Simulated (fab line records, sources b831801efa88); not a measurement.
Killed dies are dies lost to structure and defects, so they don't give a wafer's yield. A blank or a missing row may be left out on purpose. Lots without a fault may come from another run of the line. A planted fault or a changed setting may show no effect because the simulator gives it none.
Which tool did it? | flow sky130 | 13 lots, 39 wafers sampled, at 4 steps of a route of 708

WHAT THE GAUGES READ, wafer by wafer
SKY_PASSIVATION_THK_MEAS_01.
lot  | measured     | on            | PASSIVATION_CVD_00_THK (nm)
L614 | day 43 15:32 | film_metro-01 | 88.4 90.1 89.3
L615 | day 43 22:55 | film_metro-01 | 88.3 88.9 88.8
L617 | day 44 14:00 | film_metro-04 | 89.9 91.6 91.2
L619 | day 45 20:00 | film_metro-04 | 86.5 89.5 88.0
L620 | day 45 16:31 | film_metro-04 | 90.3 91.9 92.9
L618 | day 45 20:20 | film_metro-04 | 88.3 90.7 90.1
L622 | day 46 07:04 | film_metro-03 | 89.6 86.5 90.7
L629 | day 47 16:53 | film_metro-01 | 87.3 89.0 90.1
L630 | day 47 22:19 | film_metro-04 | 86.1 87.6 89.3
L631 | day 48 04:34 | film_metro-01 | 90.2 89.4 90.6
L635 | day 49 08:46 | film_metro-01 | 89.0 91.3 91.0
L636 | day 49 09:17 | film_metro-03 | 90.0 88.4 90.4
L637 | day 49 12:25 | film_metro-01 | 89.9 90.7 91.2

WHICH TOOL RAN EACH LOT (tool, then ch and the chambers of the sampled wafers, then the start)
lot  | SKY_GATE_OXIDE_WET_ETCH_12      | SKY_METAL5_SPUTTER_04        | SKY_METAL5_METAL_ETCH_15
L614 | wet_bench-03 ch 0, day 13 20:43 | pvd_sputter-04, day 42 15:56 | rie_metal-01 ch 0,1, day 43 14:41
L615 | wet_bench-04 ch 3, day 14 05:49 | pvd_sputter-03, day 42 23:17 | rie_metal-04 ch 0,1, day 43 21:58
L617 | wet_bench-03 ch 2, day 14 17:25 | pvd_sputter-03, day 43 14:38 | rie_metal-03 ch 0,1, day 44 13:08
L619 | wet_bench-03 ch 1, day 16 03:17 | pvd_sputter-01, day 44 21:50 | rie_metal-01 ch 0,1, day 45 19:10
L620 | wet_bench-03 ch 3, day 16 05:13 | pvd_sputter-01, day 44 17:34 | rie_metal-01 ch 0,1, day 45 15:20
L618 | wet_bench-02 ch 0, day 16 08:37 | pvd_sputter-04, day 44 22:08 | rie_metal-03 ch 0,1, day 45 19:26
L622 | wet_bench-04 ch 2, day 16 20:47 | pvd_sputter-04, day 45 09:05 | rie_metal-04 ch 0,1, day 46 06:07
L629 | wet_bench-03 ch 2, day 19 01:59 | pvd_sputter-01, day 46 19:56 | rie_metal-01 ch 0,1, day 47 15:59
L630 | wet_bench-04 ch 1, day 19 12:05 | pvd_sputter-03, day 47 01:07 | rie_metal-04 ch 0,1, day 47 21:23
L631 | wet_bench-03 ch 1, day 19 21:55 | pvd_sputter-04, day 47 07:21 | rie_metal-04 ch 0,1, day 48 03:17
L635 | wet_bench-03 ch 1, day 21 09:22 | pvd_sputter-04, day 48 14:17 | rie_metal-04 ch 0,1, day 49 07:53
L636 | wet_bench-03 ch 3, day 21 15:56 | pvd_sputter-03, day 48 15:19 | rie_metal-03 ch 0,1, day 49 08:26
L637 | wet_bench-03 ch 1, day 21 22:04 | pvd_sputter-03, day 48 17:10 | rie_metal-01 ch 0, day 49 11:29
- SKY_GATE_OXIDE_WET_ETCH_12: etches SiO2 in dHF, target depth 16.8 nm, time 336 s.
- SKY_METAL5_SPUTTER_04: material TiN, target thk 70 nm, time 58.3 s.
- SKY_METAL5_METAL_ETCH_15: etches the open film in Cl2/BCl3, stops on SiO2, target depth 1260 nm, time 252 s.

WHAT THE TOOLS THEMSELVES READ (means of the sampled wafers that have a number; where no wafer has one, the mark that the record gives instead)
SKY_METAL5_SPUTTER_04.
lot  | tool           | cathode_dc_power_W (W) | throttle_valve_pct (%)
L614 | pvd_sputter-04 | 6500.5                 | 30.5
L615 | pvd_sputter-03 | 6500.7                 | 29.5
L617 | pvd_sputter-03 | 6500.4                 | 29.3
L619 | pvd_sputter-01 | 6499.7                 | 29.9
L620 | pvd_sputter-01 | 6499.3                 | 30.1
L618 | pvd_sputter-04 | 6499.8                 | 30.2
L622 | pvd_sputter-04 | 6499.2                 | 30.8
L629 | pvd_sputter-01 | 6499.4                 | 30.0
L630 | pvd_sputter-03 | 6501.4                 | 28.4
L631 | pvd_sputter-04 | 6499.7                 | 30.5
L635 | pvd_sputter-04 | 6500.5                 | 30.2
L636 | pvd_sputter-03 | 6500.1                 | 30.1
L637 | pvd_sputter-03 | 6499.1                 | 28.7

SKY_METAL5_METAL_ETCH_15.
lot  | tool         | drypump_motor_current_A (A) | he_backside_leak_sccm (sccm) | oes_product_au (a.u.) | throttle_valve_pct (%)
L614 | rie_metal-01 | 5.7                         | 3.48                         | 0.892                 | 22.263
L615 | rie_metal-04 | 6.0                         | 3.36                         | 0.894                 | 22.264
L617 | rie_metal-03 | 5.7                         | 3.33                         | 0.887                 | 22.272
L619 | rie_metal-01 | 5.7                         | 3.55                         | 0.899                 | 22.268
L620 | rie_metal-01 | 5.5                         | 3.85                         | 0.893                 | 22.267
L618 | rie_metal-03 | 5.7                         | 3.42                         | 0.897                 | 22.264
L622 | rie_metal-04 | 6.0                         | 3.25                         | 0.895                 | 22.260
L629 | rie_metal-01 | 5.7                         | 3.58                         | 0.894                 | 22.271
L630 | rie_metal-04 | 6.2                         | 3.23                         | 0.897                 | 22.252
L631 | rie_metal-04 | 6.0                         | 3.30                         | 0.894                 | 22.269
L635 | rie_metal-04 | 6.2                         | 3.31                         | 0.897                 | 22.267
L636 | rie_metal-03 | 5.7                         | 3.31                         | 0.895                 | 22.267
L637 | rie_metal-01 | 5.2                         | 3.67                         | 0.892                 | 22.265

THE ANSWER, worked out from the rows above alone
Rule: what is usual is taken from the lots themselves. Put in order of their means at a reading, lots are off if they are a third of the lots or fewer, leave a main group of 4 or more, and stand apart from it by a gap of 3 or more times the standard deviation of the main group's means; of several such gaps the widest counts. A main group whose means are all the same, to the digits that the tables above print for the reading, isn't used. A lot without any number at a reading at which 4 lots or more have one is off too. The other lots that the step has rows for count as sound. The gauges are gone through in route order, then the tools' own readings, and for those a lot's mean is taken as printed above. The first step at which some lot is off is used, and at that step the reading that is off furthest; a lot without a number counts as furthest.
No lot is off at any reading shown: from this, nothing can be told.

WHAT THE SIMULATOR HAD PUT IN
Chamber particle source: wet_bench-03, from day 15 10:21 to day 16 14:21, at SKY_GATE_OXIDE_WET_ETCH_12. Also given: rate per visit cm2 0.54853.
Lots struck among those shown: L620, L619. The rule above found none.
